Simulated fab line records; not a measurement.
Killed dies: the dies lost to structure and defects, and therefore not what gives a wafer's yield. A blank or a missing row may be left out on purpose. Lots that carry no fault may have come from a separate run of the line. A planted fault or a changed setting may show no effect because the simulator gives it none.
Which of the tools did it?	flow sky130	11 lots, 33 wafers sampled, at 4 steps of a route of 708

WHAT EACH GAUGE READ, for each wafer
SKY_LI_CONTACT_THK_MEAS_01.
lot	measured	on	LI_CONTACT_HDPCVD_THK (nm)
L866	day 27 22:42	film_metro-02	938 937 945
L867	day 28 16:41	film_metro-02	946 947 943
L875	day 31 03:23	film_metro-04	988 975 986 989 975 986
L876	day 31 08:10	film_metro-02	970 973 978 971 972 978
L882	day 33 14:20	film_metro-04	951 947 951
L883	day 33 18:11	film_metro-04	929 936 933
L884	day 34 01:19	film_metro-01	924 919 927
L885	day 34 10:55	film_metro-04	932 937 943
L886	day 34 17:35	film_metro-01	932 919 916
L888	day 35 03:45	film_metro-01	939 944 944
L889	day 35 09:55	film_metro-02	921 921 934

TOOL THAT RAN EACH LOT (tool first, then ch and the chambers of the sampled wafers, then the start)
lot	SKY_RES_XHIGH_STRIP_08	SKY_SD_N_STRIP_11	SKY_LI_CONTACT_HDPCVD_00
L866	plasma_asher-01 ch 0,1, day 26 17:01	plasma_asher-04 ch 0,1, day 27 21:47	hdpcvd-02 ch 0,1, day 27 22:32
L867	plasma_asher-03 ch 0,1, day 27 10:12	plasma_asher-04 ch 0,1, day 28 15:50	hdpcvd-01 ch 0,1,2, day 28 16:34
L875	plasma_asher-04 ch 0,1, day 29 21:56	plasma_asher-04 ch 0,1, day 31 02:31	hdpcvd-01 ch 0,2, day 31 03:17
L876	plasma_asher-01 ch 0,1, day 30 03:07	plasma_asher-04 ch 0,1, day 31 07:14	hdpcvd-01 ch 0,1,2, day 31 08:05
L882	plasma_asher-03 ch 0,1, day 32 10:37	plasma_asher-02 ch 0,1, day 33 13:28	hdpcvd-01 ch 1,2, day 33 14:13
L883	plasma_asher-03 ch 0,1, day 32 14:22	plasma_asher-02 ch 0,1, day 33 17:19	hdpcvd-02 ch 1,2, day 33 18:04
L884	plasma_asher-01 ch 0,1, day 32 21:05	plasma_asher-02 ch 0,1, day 34 00:26	hdpcvd-02 ch 0,1, day 34 01:12
L885	plasma_asher-03 ch 0,1, day 33 06:41	plasma_asher-01 ch 0,1, day 34 10:04	hdpcvd-02 ch 0,2, day 34 10:47
L886	plasma_asher-03 ch 0,1, day 33 13:38	plasma_asher-04 ch 0,1, day 34 16:43	hdpcvd-02 ch 1,2, day 34 17:29
L888	plasma_asher-01 ch 0,1, day 33 23:21	plasma_asher-04 ch 0,1, day 35 02:53	hdpcvd-01 ch 0,2, day 35 03:38
L889	plasma_asher-03 ch 0,1, day 34 06:11	plasma_asher-02 ch 0,1, day 35 09:02	hdpcvd-02 ch 0,1,2, day 35 09:46
- SKY_RES_XHIGH_STRIP_08: strips in O2/N2.
- SKY_SD_N_STRIP_11: strips in O2/N2.
- SKY_LI_CONTACT_HDPCVD_00: deposits PSG, target thk 930 nm, time 155 s.

THE ANSWER, worked out from the rows above alone
Rule: the lots themselves supply what counts as usual. The widest of any qualifying gaps counts: lots, ordered by their means at a reading, are off when they make up no more than a third of the lots, leave a main group of 4 or more, and stand apart from it by 3 or more times the standard deviation of that group's means. Not used: any main group whose means are identical at the precision the tables above print for the reading. Also off: a lot with no number at a reading for which 4 or more lots have one. The other lots that the step has rows for count as sound.
Across all readings shown, no lot is off: no conclusion can be drawn from this.

WHAT THE SIMULATOR HAD PUT IN
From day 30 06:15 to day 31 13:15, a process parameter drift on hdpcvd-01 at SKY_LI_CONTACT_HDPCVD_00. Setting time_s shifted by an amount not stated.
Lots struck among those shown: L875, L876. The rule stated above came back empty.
